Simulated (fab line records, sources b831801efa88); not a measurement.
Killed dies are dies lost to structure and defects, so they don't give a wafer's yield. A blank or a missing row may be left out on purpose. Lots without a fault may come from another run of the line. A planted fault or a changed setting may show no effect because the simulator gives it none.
Problem report in the 8D (eight disciplines) form, filled by code | flow sky130 | the parts of the form that need people (team, actions taken, sign-off) are left out

1. THE PROBLEM
run_length_s at SKY_LI_CONTACT_ETCH_14 reads a mean of 42.8 s on 2 wafers of 2 lots; wafers without a fault read 74.2 s with a standard deviation of 0.41. That is -77 standard deviations from the usual mean.
The step: etches BARC in N2/H2, stops on SiO2, time 45.9 s, target depth 60 nm.
First seen on wafer L861.5, day 35 08:48, on rie_diel-03. The record holds 36 wafers of 12 lots with a number at this step. Rule for "out", or "out of limits": more than 4 standard deviations from the usual mean. The other wafers with a number count as sound.

2. WHAT IT IS AND WHAT IT IS NOT
question                    | is                           | is not
which readings at this step | run_length_s, oes_product_au | drypump_motor_current_A
which lots                  | L861, L865                   | L845, L846, L847, L848, L850, L851, L852, L853, L857, L866
which wafers of those lots  | L861.5, L865.5               | L861.3, L861.6, L865.1, L865.3
read on which tools         | rie_diel-03                  | rie_diel-02, rie_diel-04
when                        | from day 35 08:48            | up to then (29 sound wafers); but 5 sound wafers of L865, L866 came after

3. SUSPECTS, AND WHAT RULES EACH OUT
Counting: a tool at a process step up to the reading stays a suspect if it ran every lot that is out. Sound lots after the first of them don't rule it out here, since some wafers of a struck lot are sound.
- rie_diel-03 at SKY_LI_CONTACT_ETCH_14 (etches BARC in N2/H2, stops on SiO2, time 45.9 s, target depth 60 nm): kept. It ran every lot that is out, first L861 (day 35 08:48); its last sound lot up to then is L851 (day 32 02:42). Its own readings are out on those wafers: oes_product_au, run_length_s.
- Within rie_diel-03 at SKY_LI_CONTACT_ETCH_14: the wafers that are out ran in chambers 1, 3; their sound lot-mates ran in chambers 0, 2.
Left after counting: rie_diel-03 at SKY_LI_CONTACT_ETCH_14.

4. THE CAUSE (what the simulator had put in)
Process parameter drift: rie_diel-03, from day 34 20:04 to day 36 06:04, at SKY_LI_CONTACT_ETCH_14. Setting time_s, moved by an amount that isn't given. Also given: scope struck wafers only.
Counting left only this tool.

5. THE CHAIN OF EFFECTS, in route order
Each row: a reading whose mean over the struck wafers that have a number lies more than 3 standard deviations from the usual. Only readings for which the record gives a usual standard deviation are gone through. hours: the time from each lot's start at the first step in this table that gives one to its start at this step, as a median over the lots. sigmas: the change in usual standard deviations.
hours | step                    | reading                  | usual      | on struck wafers | change | sigmas
0     | SKY_LI_CONTACT_ETCH_14  | oes_product_au           | 0.854 a.u. | 1.008            | +0.154 | +31
0     | SKY_LI_CONTACT_ETCH_14  | run_length_s             | 74.2 s     | 42.8             | -31.4  | -77
0     | SKY_LI_CONTACT_ETCH_14  | throttle_valve_pct       | 13.225 %   | 13.265           | +0.040 | +4.1
0     | SKY_LI_CONTACT_STRIP_16 | oes_product_au           | 0.375 a.u. | 0.390            | +0.015 | +3.1
0     | SKY_LI_CONTACT_STRIP_16 | strip_time_to_endpoint_s | 3.48 s     | 3.75             | +0.27  | +6.7
The process steps in it:
- SKY_LI_CONTACT_ETCH_14: etches BARC in N2/H2, stops on SiO2, time 45.9 s, target depth 60 nm.
- SKY_LI_CONTACT_STRIP_16: strips in O2/N2.

6. WHAT WOULD HAVE CAUGHT IT SOONER
In this record the first reading out of limits was taken at day 35 08:48, 13 hours after the fault began at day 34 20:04.
